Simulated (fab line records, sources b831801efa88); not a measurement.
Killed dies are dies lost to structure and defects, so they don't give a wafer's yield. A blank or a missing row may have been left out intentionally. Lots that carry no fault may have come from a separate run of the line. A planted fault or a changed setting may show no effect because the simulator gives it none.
Code-filled problem report in 8D (eight disciplines) form ; flow sky130 ; the parts of the form that need people (team, actions taken, sign-off) are left out

## 1. WHAT IS WRONG
VT_ADJUST_LVTN_2_TW at SKY_VT_ADJUST_LVTN_TW_MEAS_21 reads a mean of 176.4 on 6 wafers of 2 lots; wafers without a fault read 190.0 with a standard deviation of 1.6. That is -8.5 standard deviations from the usual mean.
The first sign was on wafer L345.1 at day 11 17:34, on film_metro-01. The record holds 42 wafers of 14 lots with a number at this step. By rule, "out" or "out of limits" means more than 4 standard deviations away from the usual mean. All remaining wafers that have a number are taken as sound.

## 2. WHAT IT IS, AND WHAT IT ISN'T
question;is;is not
which readings at this step;VT_ADJUST_LVTN_2_TW;-
which lots;L345, L346;L332, L333, L334, L335, L336, L339, L347, L350, L351, L352, L353, L355
which wafers of those lots;all that have a number;-
read on which gauges;film_metro-01, film_metro-02;film_metro-03
when;from day 11 17:34;"up to then (18 sound wafers); but 18 sound wafers of L347, L350, L351, L352, L353, L355 came after"

## 3. THE SUSPECTS, EACH WITH WHAT RULES IT OUT
Counting: a tool stays on the suspect list if, at a process step up to the reading, it processed all lots that are out and no sound lot following the first of them.
- the gauge at SKY_VT_ADJUST_LVTN_TW_MEAS_21 has been ruled out. 2 gauges (film_metro-01, film_metro-02) read the wafers that are out.
- implanter-04 at SKY_VT_ADJUST_LVTN_IMPLANT_19: kept. Every lot that is out went through it, starting with L345 (day 11 17:19), and after that it ran no sound lot; the last sound lot it ran before then is L339 (day 9 14:35).
Remaining after the count: implanter-04 at SKY_VT_ADJUST_LVTN_IMPLANT_19.

## 4. THE CAUSE (what the simulator had put in)
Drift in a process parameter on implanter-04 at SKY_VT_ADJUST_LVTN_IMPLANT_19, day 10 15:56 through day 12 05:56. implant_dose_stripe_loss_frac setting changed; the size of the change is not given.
The count eliminated every tool but this one.

## 5. THE EFFECT CHAIN, in route order
Each row: a reading whose mean over the struck wafers that have a number lies more than 3 standard deviations from the usual. Scope: only readings with a usual standard deviation given in the record; hours: median across lots of the time from each lot's start at the first step in this table that gives one to its start at this step; sigmas: change in usual standard deviations.
hours;step;reading;usual;on struck wafers;change;sigmas
0;SKY_VT_ADJUST_LVTN_TW_MEAS_21;VT_ADJUST_LVTN_2_TW;190.0;176.4;-13.6;-8.5
Later steps that measure or inspect, where all struck wafers having a row at the step show a number for every such reading and not one has moved that far: SKY_VT_ADJUST_PCH_TW_MEAS_10, SKY_SONOS_ONO_OVL_MEAS_14.

## 6. HOW IT WOULD HAVE BEEN CAUGHT EARLIER
The first out-of-limits reading at a measuring or inspecting step in this record came at day 11 17:34, 26 hours after the fault's start at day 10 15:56.
Lots out: 2; of these, L346 started SKY_VT_ADJUST_LVTN_IMPLANT_19 on implanter-04 after day 11 17:34. A tool hold placed at that time would have kept it from harm.
